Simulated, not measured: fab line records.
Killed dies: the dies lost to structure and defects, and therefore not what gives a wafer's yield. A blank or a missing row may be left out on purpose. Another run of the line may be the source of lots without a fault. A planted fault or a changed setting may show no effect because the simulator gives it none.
Comparing a struck lot with a sound one | flow sky130 | 15 out of 708 route steps
Sound: wafers L598.3, L598.4, L598.5. Struck: wafers L604.3, L604.4, L604.5. The cause is named last.
For every step that has rows: the tool of each side, followed by ch and its chambers, followed by its first start. Under that, the readings that differ: sound wafers | struck wafers | difference of the means | sigmas: that difference in standard deviations of wafers without a fault.
alike: a reading whose means differ by less than 2 such deviations, as well as words and numbers matching on both sides. not compared: withheld readings; readings where some wafer has no value; bounds like >300 that might hide an equal value; numbers whose values overlap and for which the record gives no deviation.
The two part at a step that has a row with sigmas, a row that says differs or no value, or rows on one side only. Numbers that have no deviation but don't overlap get no sigmas and don't part them. A reading missing from all wafers of one side parts the sides only when that side holds two or more wafers.

first, 2 steps without rows for these wafers: SKY_NWELL_IMPLANT_12; SKY_NWELL_IMPLANT_13.
SKY_NWELL_STRIP_14: strips in O2/N2.
  sound on plasma asher-01 ch 0,1, day 7 04:08; struck on plasma asher-01 ch 0,1, day 8 13:28
  alike: chamber pressure mTorr, drypump motor current A, oes product au, strip time to endpoint s
  not compared: rf hours counter h
SKY_NWELL_TW_MEAS_15:
  struck on film metro-04, day 8 13:34; sound on film metro-02, day 7 04:13
  reading  | sound          | struck         | difference | sigmas
  NWELL_TW | 1843 1846 1858 | 1801 1812 1815 | -40        | -2
then, 7 steps without rows for these wafers: SKY_NWELL_DEHYDRATE_16 (time 60 s); SKY_NWELL_HMDS_17 (prime time 60 s); SKY_NWELL_COAT_18 (resist thk 3000 nm); SKY_NWELL_SOFTBAKE_19; SKY_NWELL_EXPOSE_20 (exposes mask NWM COMPLEMENT, target cd 840 nm); SKY_NWELL_PEB_21; SKY_NWELL_DEVELOP_22 (develop time 60 s).
SKY_NWELL_OVL_MEAS_23:
  struck on overlay-02, day 9 10:11; sound on overlay-01, day 8 00:41
  alike: NWELL_01_OVL
SKY_NWELL_IMPLANT_24:
  sound on implanter-02 ch 0, day 8 00:45; struck on implanter-01 ch 0, day 9 10:16
  reading                   | sound                | struck               | difference | sigmas
  beam energy keV           | 140.00 139.98 140.00 | 147.59 147.54 147.47 | +7.54      | +99 or more
  model.implant.drp nm (nm) | 95.47 95.47 95.47    | 97.34 97.34 97.34    | +1.87      |
  alike: end station pressure torr
SKY_NWELL_STRIP_25: strips in O2/N2.
  sound on plasma asher-03 ch 0,1, day 8 00:53; struck on plasma asher-01 ch 0,1, day 9 10:24
  alike: chamber pressure mTorr, drypump motor current A, oes product au, strip time to endpoint s
  not compared: rf hours counter h
-- the record jumps here: 41 days lie between the struck wafers' starts before and after (it left off in module NWELL and takes up again in module PAD_OPEN, whose first step shown is number 708 of the route) --
SKY_PAD_OPEN_PROBE_99:
  struck on prober-01, day 50 02:15; sound on prober-02, day 48 10:47
  reading                                   | sound                | struck               | difference | sigmas
  model.etest.res iso pwell.rs ohm sq       | 2975 3125 2982       | 2844 2868 2856       | -171       |
  model.etest.res iso pwell.line ohm um     | 1124 1183 1126       | 1081 1088 1069       | -65        |
  model.etest.nfet_05v0_nvt.vt sat v (V)    | 0.3047 0.2972 0.3023 | 0.2875 0.2809 0.2839 | -0.0173    |
  model.etest.nfet_05v0_nvt.body rise v (V) | 0.4002 0.3993 0.3954 | 0.3926 0.386 0.391   | -0.0084    |
  model.etest.nfet_05v0_nvt.vt v (V)        | 0.3297 0.3198 0.3241 | 0.313 0.3038 0.311   | -0.015     |
  model.etest.nfet_05v0_nvt.vt long v (V)   | 0.2484 0.2406 0.2407 | 0.2314 0.2187 0.2235 | -0.0187    |
  alike: killed_at_M0_to_M3, killed_at_M4_up, killed at contacts, killed at front end, killed at other, killed dies, killed open, killed short
  not compared: model.etest.field n.vt v

## WHERE THEY PART
Earliest at SKY_NWELL_TW_MEAS_15; latest, in this record, at SKY_NWELL_IMPLANT_24. Later steps at which nothing parts them and some readings are alike: SKY_NWELL_STRIP_25, SKY_PAD_OPEN_PROBE_99.

WHY: what the simulator had put in
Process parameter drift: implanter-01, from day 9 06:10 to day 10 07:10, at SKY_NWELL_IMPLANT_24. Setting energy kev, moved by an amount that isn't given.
